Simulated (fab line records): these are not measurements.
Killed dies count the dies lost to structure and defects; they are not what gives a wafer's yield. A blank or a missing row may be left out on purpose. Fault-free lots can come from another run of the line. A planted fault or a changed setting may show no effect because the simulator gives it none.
8D (eight disciplines) problem report, filled in by code | flow gf180mcu | the parts of the form that need people (team, actions taken, sign-off) are left out

## 1. THE PROBLEM
At GF_VT_IMPLANT_RTA_45, run length s averages 69.8 s over 6 wafers from 2 lots, while fault-free wafers read 58.6 s, standard deviation 0.45. That is +25 standard deviations from the usual mean.
The step: time 30 s.
First seen on wafer L590.2, day 11 17:43, on rtp anneal-02. The record holds 39 wafers of 13 lots with a number at this step. By rule, "out" or "out of limits" means more than 4 standard deviations away from the usual mean. Any other wafer with a number is counted as sound.

## 2. WHAT THIS IS AND IS NOT
question                    | is                     | is not
which readings at this step | run length s           | lamp power pct, wafer_temp_C_max
which lots                  | L590, L591             | L575, L576, L577, L578, L579, L581, L582, L586, L592, L595, L598
which wafers of those lots  | all that have a number | -
read on which tools         | rtp anneal-02          | rtp anneal-01
when                        | from day 11 17:43      | up to then (24 sound wafers); but 9 sound wafers of L592, L595, L598 came after

## 3. THE SUSPECTS, EACH WITH WHAT RULES IT OUT
Counting: a tool at any process step up to the reading remains a suspect when it ran all the lots that are out and ran no sound lot after the first of those.
- plasma asher-03 at GF_VT_IMPLANT_STRIP_42 (strips in O2/N2): ruled out as a lasting fault. The sound lots L592 went through it after L590, its earliest lot that is out (day 11 17:27).
- rtp anneal-02 at GF_VT_IMPLANT_RTA_45 (time 30 s): kept. It ran every lot that is out, first L590 (day 11 17:43), and no sound lot after that; its last sound lot up to then is L586 (day 10 17:15). Its own readings are out on those wafers: run length s.
After counting, what remains is rtp anneal-02 at GF_VT_IMPLANT_RTA_45.

## 4. THE CAUSE (what the simulator had put in)
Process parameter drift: rtp anneal-02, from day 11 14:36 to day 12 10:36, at GF_VT_IMPLANT_RTA_45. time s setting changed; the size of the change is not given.
After counting, this tool was the only one left.

## 5. THE CHAIN OF EFFECTS, in route order
Each row: a reading whose mean over the struck wafers that have a number lies more than 3 standard deviations from the usual. Readings are gone through only where the record gives a usual standard deviation; hours: the median, over the lots, of the time from a lot's start at the first step in this table giving one to that lot's start at this step; sigmas: the change measured in usual standard deviations.
hours | step                 | reading      | usual  | on struck wafers | change | sigmas
0     | GF_VT_IMPLANT_RTA_45 | run length s | 58.6 s | 69.8             | +11.2  | +25
It contains these process steps:
- GF_VT_IMPLANT_RTA_45: time 30 s.
Later measuring or inspecting steps at which every struck wafer that the step has a row for has a number for every such reading, and none has moved that far: GF_POLY_GATE_OVL_MEAS_11.

## 6. WHAT WOULD HAVE CAUGHT IT SOONER
In this record no reading fell out of limits until day 11 17:43, 3 hours after the fault had begun at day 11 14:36.
